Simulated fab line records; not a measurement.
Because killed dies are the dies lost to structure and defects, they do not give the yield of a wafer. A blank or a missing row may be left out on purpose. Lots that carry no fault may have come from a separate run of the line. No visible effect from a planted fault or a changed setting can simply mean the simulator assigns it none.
Matching of chambers -- flow gf180mcu -- GF_V1_CMP_04 on cmp-01: 4 sister chambers
The step polishes SiO2. 18 wafers are shown with their chamber, then 8 later ones without.

## EACH WAFER AND ITS CHAMBER
wafer,chamber,motorCurrentA (A),slurryFilterDpKPa (kPa),timeToEndpointS (s)
L809.4,3,12.0,13.64,83
L809.5,3,11.8,13.78,84
L809.6,0,11.8,13.66,78
L811.1,0,12.2,13.56,81
L811.2,1,12.1,13.57,81
L811.6,0,11.8,13.58,79
L812.1,1,12.3,13.34,78
L812.4,2,13.0,13.35,76
L812.6,0,11.9,13.30,79
L814.2,2,12.0,13.60,77
L814.4,1,11.4,13.34,85
L814.5,0,12.2,13.46,81
L817.4,3,11.9,13.44,71
L817.5,0,12.5,13.57,74
L817.6,1,11.4,13.46,77
L825.1,1,12.1,13.50,83
L825.5,2,13.0,13.53,81
L830.2,0,11.3,13.57,75

SIGNATURES, as means of the wafers listed above
reading,chamber 0,chamber 1,chamber 2,chamber 3,scatter within a chamber
motorCurrentA,11.957,11.860,12.667,11.900,0.407
slurryFilterDpKPa,13.5286,13.4420,13.4933,13.6200,0.124
timeToEndpointS,78.14,80.80,78.00,79.33,3.86
Rule: for each reading, subtract the chamber's mean from the wafer's reading, divide by that reading's scatter and square the result; add these up over the readings and take the root, which gives the wafer's distance from the chamber. The wafer belongs to the nearest chamber; if the next one is less than 2 further off, it can't be placed. The scatter: the root of (the sum of the squares of (reading less its chamber's mean) over the shown wafers, divided by (wafers less chambers)).

## WAFERS WITHOUT THEIR CHAMBER
wafer,motorCurrentA (A),slurryFilterDpKPa (kPa),timeToEndpointS (s)
L830.4,11.8,13.73,80
L830.5,13.4,13.66,76
L831.1,11.6,13.46,80
L831.5,12.5,13.57,85
L831.6,11.8,13.31,81
L832.1,12.8,13.61,76
L832.2,11.7,13.72,79
L832.4,12.4,13.35,83

## WHICH CHAMBER EACH WENT THROUGH
wafer,from the rows above,in truth
L830.4,can't be placed: 3 or 0 or 1 or 2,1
L830.5,can't be placed: 2 or 0 or 3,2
L831.1,can't be placed: 1 or 0 or 3 or 2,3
L831.5,can't be placed: 2 or 3 or 1 or 0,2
L831.6,can't be placed: 1 or 0 or 3 or 2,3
L832.1,can't be placed: 2 or 0 or 3 or 1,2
L832.2,can't be placed: 3 or 0 or 1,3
L832.4,can't be placed: 1 or 2 or 0 or 3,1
Correctly placed: 0 of 8. Not placeable from these rows: 8 (in 8, the candidates include the true chamber). Wrongly placed: 0.
